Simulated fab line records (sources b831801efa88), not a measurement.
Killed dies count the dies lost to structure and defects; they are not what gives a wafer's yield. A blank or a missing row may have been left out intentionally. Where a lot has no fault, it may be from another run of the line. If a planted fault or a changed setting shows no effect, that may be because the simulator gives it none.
fab line records	flow sky130
[record] lots = 12	wafers = 36	last-day = 50
route steps=708 shown FIELD_ISO@3 DNWELL@37 PAD_OPEN@708
lots that met no fault: taken from a fault-free run of the same line
start-h: hours from the record's opening day to when the first of the lot's shown wafers began	wait-h: hours from the lot's prior step to this one	" as in the row above	L1.1+2: a single row standing in for several wafers	- either no value or no given start	* or withheld: withheld	< > ~ a bound
route shown NAME@n: a module of which the file shows steps, and the number in the route of the first	usual: mean and standard deviation over wafers with no fault	same: alike in all rows	chamber/n: place in a boat	sites: the reading at each site	_std_site: standard deviation of those values	_edge_site: the outer-site mean with the inner-site mean subtracted	radius-mm: for every site, how far away it sits from the centre of the wafer	mask NAME#n: copy n	behind: the tool/chamber that last shaped the wafer	hold: why the lot went on hold/how many hours it stayed there/how the hold came to an end	device: names the non-switching transistor (n, p or np)	end of line: the tests these same wafers got at the end of their route	where a step has no rows: the recipe by itself	killed: not the wafer's yield, but the dies lost to structure and defects at the first sort	map: shows each die of a wafer: x if killed, . if not, _ if none is there
set.NAME: the setting as run; set.NAME@STEP: as run at that earlier step	model.NAME: the simulator's own value behind a step, which no gauge read
the route's steps for a sample of lots (tables are steps, rows are wafers)
services: from which hour (start-h, from the record's first day; less than 0 if before it) a tool's chamber was out of use, for how many hours, and why
[[steps]]
[step SKY_FIELD_ISO_THK_MEAS_02]
[recipe] reads = SiO2_of_FIELD_ISO_OXIDATION_01
[usual] FIELD_ISO_OXIDATION_00_THK = 12.0/0.31
lot.wafer	tool	chamber	start-h	wait-h	FIELD_ISO_OXIDATION_00_THK[nm]
L874.4	film-metro-02	-	17.13	0.0	11.9
L874.5	"	-	"	"	12.1
L874.6	"	-	"	"	12.1
L875.3	film-metro-01	-	22.92	0.0	12.0
L875.5	"	-	"	"	11.9
L875.6	"	-	"	"	12.0
L876.1	film-metro-02	-	27.17	0.0	12.3
L876.3	"	-	"	"	12.5
L876.4	"	-	"	"	12.3
L877.2	film-metro-01	-	33.18	0.0	11.4
L877.3	"	-	"	"	11.5
L877.4	"	-	"	"	11.5
L878.3	film-metro-02	-	36.99	0.0	11.8
L878.4	"	-	"	"	11.9
L878.6	"	-	"	"	11.9
L879.1	film-metro-03	-	41.63	0.0	12.2
L879.3	"	-	"	"	11.9
L879.6	"	-	"	"	12.1
L880.3	film-metro-01	-	47.51	0.0	12.3
L880.4	"	-	"	"	12.4
L880.6	"	-	"	"	12.5
L883.2	film-metro-01	-	61.64	0.0	11.6
L883.5	"	-	"	"	11.6
L883.6	"	-	"	"	11.4
L893.1	film-metro-02	-	113.88	0.0	12.0
L893.4	"	-	"	"	12.0
L893.6	"	-	"	"	11.8
L894.2	film-metro-03	-	118.33	0.0	12.1
L894.5	"	-	"	"	11.9
L894.6	"	-	"	"	11.9
L895.1	film-metro-02	-	123.06	0.0	11.8
L895.3	"	-	"	"	11.7
L895.4	"	-	"	"	11.8
L896.2	film-metro-01	-	126.64	0.0	12.2
L896.4	"	-	"	"	12.4
L896.5	"	-	"	"	12.2
[step SKY_FIELD_ISO_ETCH_14]
[recipe] chemistry = N2/H2	target = BARC	ion-energy-ev = 200	source-w = 500	bias-w = 100	pressure-mtorr = 30	n2-flow-sccm = 100	h2-flow-sccm = 200	stop-on = SiO2	time-s = 45.9	target-depth-a = 600
[usual] drypump-motor-current-A = 5.6/0.47	n2-flow-sccm = 100.0/0.31	oes-product-au = 0.854/0.0045	throttle-valve-pct = 13.225/0.0088
lot.wafer	tool	chamber	start-h	wait-h	drypump-motor-current-A	n2-flow-sccm	oes-product-au	rf-hours-counter-h	throttle-valve-pct
L874.4	rie-diel-03	1	33.44	0.0	6.5	99.9	0.848	84	13.208
L874.5	"	2	"	"	5.4	100.0	0.856	-	13.230
L874.6	"	1	"	"	6.5	100.5	0.853	-	13.226
L875.3	rie-diel-01	0	38.91	0.1	5.9	100.2	0.851	79	13.211
L875.5	"	3	"	"	5.5	100.2	0.848	-	13.230
L875.6	"	0	"	"	5.9	99.7	0.856	-	13.213
L876.1	rie-diel-03	2	44.01	0.1	5.4	99.7	0.847	80	13.226
L876.3	"	3	"	"	5.9	99.9	0.852	49	13.221
L876.4	"	1	"	"	6.5	99.9	0.853	84	13.243
L877.2	rie-diel-01	1	51.21	0.1	5.1	99.8	0.855	56	13.222
L877.3	"	0	"	"	5.9	100.0	0.854	79	13.230
L877.4	"	3	"	"	5.5	99.6	0.861	73	13.209
L878.3	rie-diel-04	2	56.23	0.1	4.9	100.5	0.846	0	13.219
L878.4	"	3	"	"	5.1	99.5	0.850	51	13.214
L878.6	"	3	"	"	5.1	100.0	0.854	-	13.212
L879.1	rie-diel-03	3	60.73	0.1	5.8	99.5	0.850	49	13.229
L879.3	"	2	"	"	5.4	99.8	0.853	81	13.227
L879.6	"	1	"	"	6.5	100.1	0.862	-	13.237
L880.3	rie-diel-01	3	66.83	0.1	5.5	99.4	0.852	73	13.215
L880.4	"	0	"	"	5.9	100.0	0.851	79	13.215
L880.6	"	3	"	"	5.5	99.9	0.850	-	13.232
L883.2	rie-diel-04	2	80.63	0.1	4.9	100.0	0.851	1	13.222
L883.5	"	0	"	"	5.5	100.5	0.849	-	13.240
L883.6	"	1	"	"	5.9	100.0	0.856	-	13.220
L893.1	rie-diel-04	0	134.98	0.1	5.5	100.1	0.860	104	13.217
L893.4	"	3	"	"	5.1	100.2	0.862	52	13.234
L893.6	"	0	"	"	5.5	100.3	0.860	-	13.239
L894.2	rie-diel-04	1	140.06	0.1	5.9	99.8	0.851	113	13.233
L894.5	"	0	"	"	5.5	100.5	0.843	-	13.223
L894.6	"	1	"	"	5.9	100.4	0.856	-	13.236
L895.1	rie-diel-04	3	145.16	0.1	5.1	100.0	0.850	52	13.229
L895.3	"	1	"	"	5.9	99.8	0.855	113	13.227
L895.4	"	0	"	"	5.5	99.9	0.857	105	13.223
L896.2	rie-diel-04	3	147.81	0.1	5.1	99.8	0.848	53	13.225
L896.4	"	1	"	"	5.9	99.9	0.861	113	13.221
L896.5	"	3	"	"	5.1	99.9	0.861	-	13.216
[step SKY_DNWELL_COAT_02]
[recipe] spin-rpm = 2000	resist-thk-nm = 2942
[usual] spin-speed-rpm = 2000.1/1.2
lot.wafer	tool	chamber	start-h	wait-h	spin-speed-rpm
L874.4	litho-track-01	0	47.50	0.1	2001.6
L874.5	"	0	"	"	2000.4
L874.6	"	0	"	"	2001.8
L875.3	litho-track-01	0	52.02	0.1	2001.1
L875.5	"	0	"	"	1998.8
L875.6	"	0	"	"	1999.5
L876.1	litho-track-04	0	59.26	0.1	1996.6
L876.3	"	0	"	"	1996.9
L876.4	"	0	"	"	1998.5
L877.2	litho-track-04	0	64.79	0.1	1999.4
L877.3	"	0	"	"	2002.2
L877.4	"	0	"	"	1999.9
L878.3	litho-track-02	0	70.73	0.1	2000.6
L878.4	"	0	"	"	2000.1
L878.6	"	0	"	"	2001.3
L879.1	litho-track-04	0	76.56	0.1	2000.9
L879.3	"	0	"	"	2000.1
L879.6	"	0	"	"	1997.2
L880.3	litho-track-01	0	84.57	0.1	2000.3
L880.4	"	0	"	"	1999.5
L880.6	"	0	"	"	1999.8
L883.2	litho-track-04	0	97.84	0.1	2000.6
L883.5	"	0	"	"	2001.9
L883.6	"	0	"	"	2001.7
L893.1	litho-track-04	0	150.51	0.1	2000.5
L893.4	"	0	"	"	2001.3
L893.6	"	0	"	"	2000.0
L894.2	litho-track-01	0	157.35	0.1	1816.1
L894.5	"	0	"	"	1814.3
L894.6	"	0	"	"	1814.9
L896.2	litho-track-02	0	167.05	0.1	2000.6
L896.4	"	0	"	"	1999.6
L896.5	"	0	"	"	1998.6
L895.1	litho-track-01	0	167.22	0.1	1815.2
L895.3	"	0	"	"	1815.4
L895.4	"	0	"	"	1813.3
[step SKY_DNWELL_STRIP_08]
[recipe] chemistry = O2/N2	power-w = 1400	pressure-mtorr = 1500	platen-temp-c = withheld	o2-flow-sccm = 3000	n2-flow-sccm = 300	overash-fraction = 0.5
[usual] drypump-motor-current-A = 5.8/0.41	n2-flow-sccm = 299.9/0.85	oes-product-au = 0.722/0.0051	strip-time-to-endpoint-s = 36.26/0.095
lot.wafer	tool	chamber	start-h	wait-h	drypump-motor-current-A	n2-flow-sccm	oes-product-au	rf-hours-counter-h	strip-time-to-endpoint-s
L874.4	plasma-asher-04	1	55.35	0.1	5.5	299.3	0.725	-	36.19
L874.5	"	1	"	"	5.5	298.9	0.721	-	36.18
L874.6	"	0	"	"	5.8	300.3	0.722	-	36.19
L875.3	plasma-asher-04	0	60.95	0.1	5.8	300.0	0.720	-	36.21
L875.5	"	1	"	"	5.5	298.5	0.727	-	36.26
L875.6	"	0	"	"	5.8	299.0	0.723	-	36.14
L876.1	plasma-asher-01	0	68.12	0.1	6.5	299.5	0.727	36	36.35
L876.3	"	1	"	"	6.0	299.6	0.721	-	36.31
L876.4	"	0	"	"	6.5	298.3	0.717	-	36.25
L877.2	plasma-asher-01	0	73.20	0.1	6.5	299.2	0.724	37	36.34
L877.3	"	1	"	"	6.0	300.6	0.725	-	36.24
L877.4	"	0	"	"	6.5	299.8	0.727	-	36.33
L878.3	plasma-asher-04	0	79.16	0.1	5.8	299.4	0.718	-	36.40
L878.4	"	1	"	"	5.5	301.3	0.717	-	36.46
L878.6	"	1	"	"	5.5	301.2	0.718	-	36.39
L879.1	plasma-asher-02	1	85.13	0.1	6.1	299.5	0.719	42	36.18
L879.3	"	1	"	"	6.1	301.9	0.715	-	36.08
L879.6	"	0	"	"	5.2	300.3	0.717	-	36.17
L880.3	plasma-asher-01	0	93.35	0.1	6.5	299.4	0.726	-	36.12
L880.4	"	1	"	"	6.0	298.0	0.717	-	36.22
L880.6	"	1	"	"	6.0	299.7	0.721	-	36.21
L883.2	plasma-asher-04	1	106.88	0.1	5.5	300.0	0.731	44	36.24
L883.5	"	1	"	"	5.6	300.4	0.730	-	36.08
L883.6	"	0	"	"	5.8	299.9	0.722	-	36.16
L893.1	plasma-asher-02	0	161.08	0.1	5.3	299.0	0.723	51	36.36
L893.4	"	1	"	"	6.1	299.2	0.714	-	36.30
L893.6	"	1	"	"	6.1	299.1	0.720	-	36.40
L894.2	plasma-asher-02	0	166.72	0.1	5.2	300.5	0.733	51	37.91
L894.5	"	1	"	"	6.1	300.3	0.730	-	37.93
L894.6	"	0	"	"	5.2	298.9	0.724	-	37.97
L896.2	plasma-asher-02	1	177.56	0.1	6.1	299.6	0.723	52	36.17
L896.4	"	1	"	"	6.1	299.8	0.715	-	36.29
L896.5	"	1	"	"	6.1	300.3	0.724	-	36.27
L895.1	plasma-asher-04	1	178.13	0.1	5.5	301.2	0.722	6	37.97
L895.3	"	0	"	"	5.8	299.6	0.728	-	37.87
L895.4	"	1	"	"	5.5	299.5	0.719	-	37.98
[step SKY_DNWELL_TW_MEAS_09]
[usual] DNWELL_TW = 1127/13
lot.wafer	tool	chamber	start-h	wait-h	DNWELL_TW
L874.4	film-metro-02	-	55.45	0.1	1113
L874.5	"	-	"	"	1109
L874.6	"	-	"	"	1112
L875.3	film-metro-04	-	61.04	0.1	1136
L875.5	"	-	"	"	1138
L875.6	"	-	"	"	1144
L876.1	film-metro-01	-	68.22	0.1	1129
L876.3	"	-	"	"	1127
L876.4	"	-	"	"	1123
L877.2	film-metro-02	-	73.31	0.1	1118
L877.3	"	-	"	"	1120
L877.4	"	-	"	"	1112
L878.3	film-metro-01	-	79.25	0.1	1125
L878.4	"	-	"	"	1125
L878.6	"	-	"	"	1123
L879.1	film-metro-01	-	85.23	0.1	1132
L879.3	"	-	"	"	1130
L879.6	"	-	"	"	1130
L880.3	film-metro-01	-	93.43	0.1	1122
L880.4	"	-	"	"	1118
L880.6	"	-	"	"	1121
L883.2	film-metro-01	-	106.99	0.1	1119
L883.5	"	-	"	"	1120
L883.6	"	-	"	"	1122
L893.1	film-metro-01	-	161.18	0.1	1115
L893.4	"	-	"	"	1118
L893.6	"	-	"	"	1125
L894.2	film-metro-04	-	166.83	0.1	1142
L894.5	"	-	"	"	1131
L894.6	"	-	"	"	1144
L896.2	film-metro-02	-	177.67	0.1	1116
L896.4	"	-	"	"	1118
L896.5	"	-	"	"	1113
L895.1	film-metro-04	-	178.23	0.1	1142
L895.3	"	-	"	"	1149
L895.4	"	-	"	"	1145
[step SKY_PAD_OPEN_PROBE_99]
[usual] killed_at_M0_to_M3 = 44/7.5	killed_at_M4_up = 3.1/1.7	killed-at-contacts = 24/6.2	killed-at-front-end = 15/4.2	killed-at-other = 0.4/0.58	killed-dies = 85/10	killed-open = 47/7.7	killed-short = 38/6.4
[same] gross-dies = 492	killed-at-back-side = 0
lot.wafer	tool	chamber	start-h	wait-h	killed_at_M0_to_M3	killed_at_M4_up	killed-at-contacts	killed-at-front-end	killed-at-other	killed-dies	killed-open	killed-short
L893.1	prober-01	-	1183.29	0.1	41	3	18	15	0	77	45	32
L894.2	prober-02	-	1187.38	0.1	48	3	21	9	0	81	41	40
L894.5	prober-02	-	1187.53	0.2	42	3	20	13	1	79	46	33
L894.6	prober-02	-	1187.58	0.2	55	4	20	17	1	97	49	48
// killed by level:class
L893.1 VIA1:geometric-particle:open=8 LI_CONTACT:geometric-particle:open=7 VIA3:geometric-particle:open=7 FIELD_ISO:geometric-particle:short=6 POLY_GATE:geometric-particle:open=4 LOCAL_INTERCONNECT:geometric-particle:short=4 CONTACT:geometric-particle:open=4 VIA2:geometric-particle:open=4
L894.2 CONTACT:geometric-particle:open=8 VIA3:geometric-particle:open=8 VIA1:geometric-particle:open=7 METAL1:geometric-particle:short=7 METAL2:geometric-particle:short=7 VIA2:geometric-particle:open=5 LI_CONTACT:geometric-particle:open=4 LOCAL_INTERCONNECT:geometric-particle:short=4
L894.5 VIA3:geometric-particle:open=9 CONTACT:geometric-particle:open=8 VIA1:geometric-particle:open=8 LI_CONTACT:geometric-particle:open=6 METAL1:geometric-particle:short=6 POLY_GATE:geometric-particle:short=4 METAL2:geometric-particle:short=4 FIELD_ISO:geometric-particle:open=3
L894.6 VIA1:geometric-particle:open=8 VIA1:geometric-particle:short=8 METAL1:geometric-particle:short=7 VIA2:geometric-particle:open=7 VIA3:geometric-particle:open=7 CONTACT:geometric-particle:open=6 FIELD_ISO:geometric-particle:open=5 POLY_GATE:geometric-particle:short=5
[[services]]
tool	chamber	start-h	hours	kind
rie-diel-04	2	11.76	-	clean
rie-diel-04	2	11.76	-	consumable-replace:esc
rie-diel-04	2	11.76	26.0	scheduled-down
rie-diel-04	2	11.76	26.0	vent-cycle
rie-diel-01	-	12.82	0.1	repair
rie-diel-01	3	19.77	16.7	repair
plasma-asher-04	-	21.71	2.8	pm
rie-diel-01	2	22.14	5.2	repair
plasma-asher-02	-	27.48	2.8	pm
rie-diel-01	2	53.80	4.2	repair
rie-diel-01	0	62.57	3.7	repair
plasma-asher-02	-	69.87	3.5	repair
plasma-asher-01	-	86.72	2.8	pm
rie-diel-01	1	88.16	7.1	repair
litho-track-01	-	90.31	-	consumable-replace:filter
rie-diel-04	2	93.11	4.1	repair
rie-diel-04	2	101.83	4.1	repair
rie-diel-01	0	103.73	8.1	repair
rie-diel-04	1	105.29	2.8	repair
plasma-asher-04	-	108.75	9.0	pm
plasma-asher-04	0	108.75	9.0	vent-cycle
plasma-asher-02	-	110.65	5.4	repair
rie-diel-04	3	121.75	4.4	repair
rie-diel-01	0	176.45	14.9	repair
[[key]]
[first-sign] step = SKY_DNWELL_COAT_02	reading = spin-speed-rpm	direction = down	sigmas = 99+	usual = 2000.1	struck = 1814.9
[effect] step = SKY_DNWELL_STRIP_08	reading = strip-time-to-endpoint-s	direction = up	sigmas = 18	usual = *	struck = *
met-at SKY_DNWELL_COAT_02
struck-lots L894,L895
tester-left-out L894,L895
not-acting-at SKY_FIELD_ISO_THK_MEAS_02,SKY_FIELD_ISO_ETCH_14,SKY_DNWELL_TW_MEAS_09
onset-between 84.57 157.35
[fault] kind = process-parameter-drift	tool = litho-track-01	chamber = -	onset-h = 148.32	steps = SKY_DNWELL_COAT_02	channel = spin-rpm	offset = -185.86	shape = step	end-h = 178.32	acts-in = these-recipes-only	stated = 2000
// tester-left-out: of these lots the tester's yield and bins aren't shown, on N5 and GAA mostly nor the transistor test; their killed dies are dies lost to structure and defects alone, not to doping, threshold or leakage, so they don't give the yield
